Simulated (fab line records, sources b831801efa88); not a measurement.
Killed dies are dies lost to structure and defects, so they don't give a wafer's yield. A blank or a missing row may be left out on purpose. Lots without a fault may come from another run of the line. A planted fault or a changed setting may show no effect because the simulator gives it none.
A struck lot beside a sound one | flow gf180mcu | 15 steps out of a route of 602
Sound: wafers L371.1, L371.2, L371.4. Struck: wafer L386.6. (L386.3, L386.5 of the same lot were not struck and are left out.) The cause comes at the end.
At each step with rows: each side's tool, then ch and its chambers, then its first start. Under that, the readings that differ: sound wafers | struck wafers | difference of the means | sigmas: that difference in standard deviations of wafers without a fault.
alike: readings whose means differ by less than 2 such deviations, and words and numbers that are the same on both sides. not compared: withheld readings, readings that some wafer has no value for, bounds like >300 that may hide the same value, and numbers for which the record gives no deviation and whose values overlap.
The two part at a step that has a row with sigmas, a row that says differs or no value, or rows on one side only. Numbers that don't overlap but have no deviation are shown without sigmas and don't part them. A reading that every wafer of one side lacks parts them only if that side has two wafers or more.

GF_M4_SPUTTER_04: material TiN, target thk 50 nm, time 41.7 s.
  sound on pvd_sputter-01, day 24 05:52; struck on pvd_sputter-03, day 29 00:43
  alike: throttle_valve_pct
GF_M4_RS_MEAS_05: measures by four-point-probe.
  sound on film_metro-02, day 24 05:55; struck on film_metro-03, day 29 00:47
  alike: M4_ALCU_RS
GF_M4_THK_MEAS_06: measures by xrf.
  sound on film_metro-02, day 24 06:02; struck on film_metro-03, day 29 00:53
  alike: M4_ALCU_THK
then, 7 steps without rows for these wafers: GF_M4_DEHYDRATE_07 (time 60 s); GF_M4_HMDS_08 (prime time 60 s); GF_M4_COAT_09 (resist thk 1000 nm); GF_M4_SOFTBAKE_10 (time 60 s); GF_M4_EXPOSE_11 (exposes mask Metal4, target cd 280 nm); GF_M4_PEB_12 (peb time 90 s); GF_M4_DEVELOP_13 (develop time 60 s).
GF_M4_CD_MEAS_14: target cd 280 nm.
  sound on cd_sem-02, day 25 03:52; struck on cd_sem-02, day 29 19:46
  alike: cd_nm
GF_M4_OVL_MEAS_15:
  sound on overlay-02, day 25 03:59; struck on overlay-01, day 29 19:51
  alike: M4_OVL
GF_M4_METAL_ETCH_16: etches the open film in Cl2/BCl3, stops on SiO2, target depth 627.5 nm, time 104.6 s.
  sound on rie_metal-04 ch 0,1, day 25 04:01; struck on rie_metal-04 ch 1, day 29 19:55
  reading    | sound             | struck | difference | sigmas
  bias_w (W) | 139.6 139.8 140.1 | 134.4  | -5.4       | -14
  alike: drypump_motor_current_A, oes_product_au, rf_fwd_power_W, throttle_valve_pct
  not compared: rf_hours_counter_h
GF_M4_STRIP_17: strips in O2/N2.
  sound on plasma_asher-02 ch 0,1, day 25 04:08; struck on plasma_asher-01 ch 0, day 29 20:01
  alike: drypump_motor_current_A, heater_power_w, oes_product_au, strip_time_to_endpoint_s
  not compared: rf_hours_counter_h
GF_PASSIVATION_PROBE_99:
  the record has rows for the sound wafers here (prober-01, day 30 16:35) and none for the struck ones

WHERE THEY PART
First at GF_M4_METAL_ETCH_16; last, within this record, at GF_PASSIVATION_PROBE_99.

WHY: what the simulator had put in
Process parameter drift: rie_metal-04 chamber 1, from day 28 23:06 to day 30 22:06, at GF_M4_METAL_ETCH_16. Setting bias_w, moved by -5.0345, from 140. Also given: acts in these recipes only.
